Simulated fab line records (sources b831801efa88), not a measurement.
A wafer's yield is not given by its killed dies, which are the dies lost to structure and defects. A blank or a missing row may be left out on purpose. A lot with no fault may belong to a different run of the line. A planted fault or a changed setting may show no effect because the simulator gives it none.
Problem report, 8D (eight disciplines) form, completed by code ; flow sky130 ; the parts of the form that need people (team, actions taken, sign-off) are left out

== 1. WHAT IS WRONG ==
At SKY_NWELL_IMPLANT_24, beam_energy_keV averages 126.42 over 6 wafers from 2 lots, while fault-free wafers read 139.99, standard deviation 0.047. That is -99 or more standard deviations from the usual mean.
First seen on wafer L636.2, day 8 08:30, on implanter-01. The record has a number at this step for 18 wafers belonging to 6 lots. Rule for "out" (also "out of limits"): further than 4 standard deviations from the usual mean. All remaining wafers that have a number are taken as sound.

== 2. WHAT THIS IS AND IS NOT ==
question;is;is not
which readings at this step;beam_energy_keV;-
which lots;L636, L637;L626, L629, L643, L645
which wafers of those lots;all that have a number;-
read on which tools;implanter-01;implanter-02, implanter-04
when;from day 8 08:30;"up to then (6 sound wafers); but 6 sound wafers of L643, L645 came after"

== 3. SUSPECTS, AND WHAT RULES EACH OUT ==
Counting: a tool at any process step up to the reading remains a suspect when it ran all the lots that are out and ran no sound lot after the first of those.
- plasma_asher-01 at SKY_NWELL_STRIP_14 (strips in O2/N2): ruled out as a lasting fault. Following L636 (day 7 13:20), the first lot on it that is out, the sound lots L645 were run on it.
- implanter-01 at SKY_NWELL_IMPLANT_24: kept. It processed each lot that is out, first L636 at day 8 08:30, and no sound lot thereafter; up to then, the last sound lot it processed was L629 at day 6 18:23. On those wafers its own readings are out: beam_energy_keV.
Remaining after the count: implanter-01 at SKY_NWELL_IMPLANT_24.

== 4. THE CAUSE (what the simulator had put in) ==
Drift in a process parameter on implanter-01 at SKY_NWELL_IMPLANT_24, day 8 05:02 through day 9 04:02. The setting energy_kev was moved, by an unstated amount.
Counting left only this tool.

== 5. THE CHAIN OF EFFECTS, in route order ==
Each row: a reading where the mean over the struck wafers with a number is more than 3 standard deviations away from the usual. Scope: only readings with a usual standard deviation given in the record; hours: median across lots of the time from each lot's start at the first step in this table that gives one to its start at this step; sigmas: change in usual standard deviations.
hours;step;reading;usual;on struck wafers;change;sigmas
0;SKY_NWELL_IMPLANT_24;beam_energy_keV;139.99;126.42;-13.57;-99 or more
Here are the process steps it includes:
- SKY_NWELL_IMPLANT_24

== 6. HOW IT WOULD HAVE BEEN CAUGHT EARLIER ==
3 hours passed between the start of the fault at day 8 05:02 and the first reading out of limits in this record, taken at day 8 08:30.
